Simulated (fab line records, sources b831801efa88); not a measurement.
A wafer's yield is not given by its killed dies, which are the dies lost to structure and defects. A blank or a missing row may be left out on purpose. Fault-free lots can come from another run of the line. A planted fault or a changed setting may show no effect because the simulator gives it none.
Comparing a struck lot with a sound one -- flow sky130 -- 15 out of 708 route steps
Sound: these wafers, L439.1, L439.3, L439.4. Wafers struck: L442.1, L442.3, L442.4. Last of all comes the cause.
Each step with rows lists, per side, the tool, then ch with its chambers, then its first start. Under that, the readings that differ: sound wafers -- struck wafers -- difference of the means -- sigmas: that difference in standard deviations of wafers without a fault.
alike: readings whose means differ by less than 2 such deviations, and words and numbers that are the same on both sides. not compared: withheld readings, readings that some wafer has no value for, bounds like >300 that may hide the same value, and numbers for which the record gives no deviation and whose values overlap.
A row with sigmas, a row that says differs or no value, or rows on one side alone: a step with any of these is where the two part. Numbers that have no deviation but don't overlap get no sigmas and don't part them. A reading that every wafer of one side lacks parts them only if that side has two wafers or more.

first, 2 steps without rows for these wafers: SKY_VT_ADJUST_LVTN_PEB_05; SKY_VT_ADJUST_LVTN_DEVELOP_06 (develop time 60 s).
SKY_VT_ADJUST_LVTN_OVL_MEAS_07:
  sound on overlay-01 at day 7 15:10; struck on overlay-02 at day 8 06:18
  alike: VT_ADJUST_LVTN_OVL
following that, these wafers have no rows for 1 step: SKY_VT_ADJUST_LVTN_IMPLANT_08.
SKY_VT_ADJUST_LVTN_STRIP_09: strips in O2/N2.
  sound on plasma asher-03 ch 0,1, day 7 15:21; struck on plasma asher-03 ch 0,1, day 8 06:29
  alike: drypump motor current A, oes product au, strip time to endpoint s
  not compared: rf hours counter h
SKY_VT_ADJUST_LVTN_TW_MEAS_10:
  sound on film metro-01 at day 7 15:27; struck on film metro-04 at day 8 06:35
  alike: VT_ADJUST_LVTN_TW
then, 6 steps without rows for these wafers: SKY_VT_ADJUST_LVTN_DEHYDRATE_11 (time 60 s); SKY_VT_ADJUST_LVTN_HMDS_12 (prime time 60 s); SKY_VT_ADJUST_LVTN_COAT_13 (resist thk 1140 nm); SKY_VT_ADJUST_LVTN_SOFTBAKE_14 (time 60 s); SKY_VT_ADJUST_LVTN_EXPOSE_15 (exposes mask HVN STD DERIVED, target cd 600 nm); SKY_VT_ADJUST_LVTN_PEB_16.
SKY_VT_ADJUST_LVTN_DEVELOP_17: develop time 60 s.
  sound on litho track-04 ch 0, day 8 10:04; struck on litho track-04 ch 0, day 9 02:31
reading,sound,struck,difference,sigmas
developer temp C (C),23.01 22.87 22.97,25.21 25.15 25.33,+2.28,+23
SKY_VT_ADJUST_LVTN_OVL_MEAS_18:
  sound on overlay-02 at day 8 10:13; struck on overlay-02 at day 9 02:40
  alike: VT_ADJUST_LVTN_01_OVL
-- here the record skips 38 days between the struck wafers' starts before and after, leaving off in module VT_ADJUST_LVTN and picking up in module PAD_OPEN (first step shown: number 708 of the route) --
SKY_PAD_OPEN_PROBE_99:
  only the struck wafers here have rows in the record (prober-02, day 46 23:11); the sound ones have none

## WHERE THEY PART
First at SKY_VT_ADJUST_LVTN_DEVELOP_17; last, within this record, at SKY_PAD_OPEN_PROBE_99.

WHY: what the simulator had put in
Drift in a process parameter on litho track-04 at SKY_VT_ADJUST_LVTN_DEVELOP_17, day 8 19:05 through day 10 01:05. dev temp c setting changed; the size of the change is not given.
